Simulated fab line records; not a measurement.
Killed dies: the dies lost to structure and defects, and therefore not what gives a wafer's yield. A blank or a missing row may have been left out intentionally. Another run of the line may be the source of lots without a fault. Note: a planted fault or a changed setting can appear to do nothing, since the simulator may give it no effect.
Matching of chambers ; flow sky130 ; cmp-02 running SKY_VIA4_CMP_02: 4 sister chambers
The step polishes SiO2. 16 wafers are shown with their chamber, then 8 later ones without.

WAFERS, EACH WITH ITS CHAMBER
wafer;chamber;motor_current_A (A)
L985.1;3;11.7
L985.2;1;11.9
L985.6;3;11.3
L986.2;0;12.2
L986.4;3;11.5
L986.5;3;12.0
L987.1;3;11.3
L987.5;0;12.7
L987.6;1;12.2
L991.2;3;11.1
L991.5;0;12.9
L991.6;1;12.0
L102.2;2;11.1
L102.3;0;12.2
L102.4;1;12.2
L105.2;0;12.0

SIGNATURES (averages over the wafers above)
reading;chamber 0;chamber 1;chamber 2;chamber 3;scatter within a chamber
motor_current_A;12.400;12.075;11.100;11.483;0.313
Rule: distance of a wafer from a chamber = root of the sum over the readings of ((wafer's reading minus chamber's mean) / reading's scatter) squared. If the next closest chamber is less than 2 further off than the closest, the wafer can't be placed; otherwise it belongs to the closest. The scatter is the square root of a quotient: the sum, over the shown wafers, of each reading's squared deviation from its chamber's mean, divided by wafers minus chambers.

WAFERS WITH NO CHAMBER GIVEN
wafer;motor_current_A (A)
L105.4;10.6
L105.6;11.3
L106.3;10.5
L106.4;11.2
L106.5;10.6
L107.4;10.7
L107.5;12.9
L107.6;11.8

THE CHAMBER EACH PASSED THROUGH
wafer;from the rows above;in truth
L105.4;can't be placed: 2 or 3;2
L105.6;can't be placed: 3 or 2 or 1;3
L106.3;can't be placed: 2 or 3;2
L106.4;can't be placed: 2 or 3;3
L106.5;can't be placed: 2 or 3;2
L107.4;can't be placed: 2 or 3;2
L107.5;can't be placed: 0 or 1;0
L107.6;can't be placed: 1 or 3 or 0 or 2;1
0 of 8 placed correctly. Unplaceable from these rows: 8, with the true chamber sitting among the candidates in 8. 0 placed wrongly.
